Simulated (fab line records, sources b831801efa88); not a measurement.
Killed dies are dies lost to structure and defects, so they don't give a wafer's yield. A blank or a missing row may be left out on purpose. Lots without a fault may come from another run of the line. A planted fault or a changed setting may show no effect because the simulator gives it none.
Which tool did it? | flow sky130 | 14 lots, 42 wafers sampled, at 2 steps of a route of 708

WHAT THE GAUGES READ, wafer by wafer
SKY_VIA1_CD_MEAS_12: target cd 150 nm.
lot  | measured     | on        | cd_nm (nm)
L211 | day 35 08:23 | cd_sem-02 | 150.3 151.5 149.6
L210 | day 35 09:27 | cd_sem-02 | 149.5 150.7 148.7
L212 | day 35 19:37 | cd_sem-01 | 149.2 149.8 150.3
L213 | day 35 21:20 | cd_sem-01 | 151.4 153.1 151.7
L215 | day 36 17:53 | cd_sem-01 | 148.4 148.9 148.9
L216 | day 36 21:15 | cd_sem-01 | 149.2 148.9 149.2
L217 | day 37 06:03 | cd_sem-02 | 148.8 149.3 147.6
L218 | day 37 08:14 | cd_sem-01 | 146.7 147.3 148.4
L219 | day 37 13:06 | cd_sem-02 | 148.8 146.9 148.0
L222 | day 39 02:09 | cd_sem-01 | 153.3 153.6 151.9
L223 | day 39 03:28 | cd_sem-01 | 148.6 149.1 150.7
L226 | day 39 14:51 | cd_sem-02 | 150.5 151.9 152.3
L231 | day 41 10:54 | cd_sem-01 | 148.6 149.8 147.8
L232 | day 41 13:16 | cd_sem-02 | 150.0 148.3 149.1

SKY_METAL2_CD_MEAS_15: target cd 140 nm.
lot  | measured     | on        | cd_nm (nm)
L211 | day 36 13:03 | cd_sem-02 | 138.9 138.0 137.2
L210 | day 36 13:30 | cd_sem-02 | 138.3 137.6 138.0
L212 | day 37 00:28 | cd_sem-01 | 140.4 141.2 139.7
L213 | day 37 01:47 | cd_sem-01 | 137.8 139.9 138.6
L215 | day 37 21:23 | cd_sem-01 | 143.2 142.1 141.6
L216 | day 38 01:27 | cd_sem-01 | 140.8 142.2 141.5
L217 | day 38 12:00 | cd_sem-02 | 138.9 138.5 139.6
L218 | day 38 13:06 | cd_sem-02 | 141.3 139.8 141.9
L219 | day 38 19:07 | cd_sem-02 | 140.9 138.5 140.0
L222 | day 40 05:48 | cd_sem-01 | 140.8 140.5 142.6
L223 | day 40 06:10 | cd_sem-01 | 139.4 141.3 138.4
L226 | day 40 17:39 | cd_sem-01 | 140.0 142.6 141.0
L231 | day 42 12:27 | cd_sem-01 | 143.4 141.7 141.5
L232 | day 42 14:52 | cd_sem-01 | 141.9 142.2 140.1

WHICH TOOL RAN EACH LOT (tool, then ch and the chambers of the sampled wafers, then the start)
The record holds no process step before these readings.

WHAT THE TOOLS THEMSELVES READ (means of the sampled wafers that have a number; where no wafer has one, the mark that the record gives instead)
The record holds no such reading with a usual standard deviation.

THE ANSWER, worked out from the rows above alone
Rule: what is usual is taken from the lots themselves. Put in order of their means at a reading, lots are off if they are a third of the lots or fewer, leave a main group of 4 or more, and stand apart from it by a gap of 3 or more times the standard deviation of the main group's means; of several such gaps the widest counts. A main group whose means are all the same, to the digits that the tables above print for the reading, isn't used. A lot without any number at a reading at which 4 lots or more have one is off too. The other lots that the step has rows for count as sound. The gauges are gone through in route order, then the tools' own readings, and for those a lot's mean is taken as printed above. The first step at which some lot is off is used, and at that step the reading that is off furthest; a lot without a number counts as furthest.
No lot is off at any reading shown: from this, nothing can be told.

WHAT THE SIMULATOR HAD PUT IN
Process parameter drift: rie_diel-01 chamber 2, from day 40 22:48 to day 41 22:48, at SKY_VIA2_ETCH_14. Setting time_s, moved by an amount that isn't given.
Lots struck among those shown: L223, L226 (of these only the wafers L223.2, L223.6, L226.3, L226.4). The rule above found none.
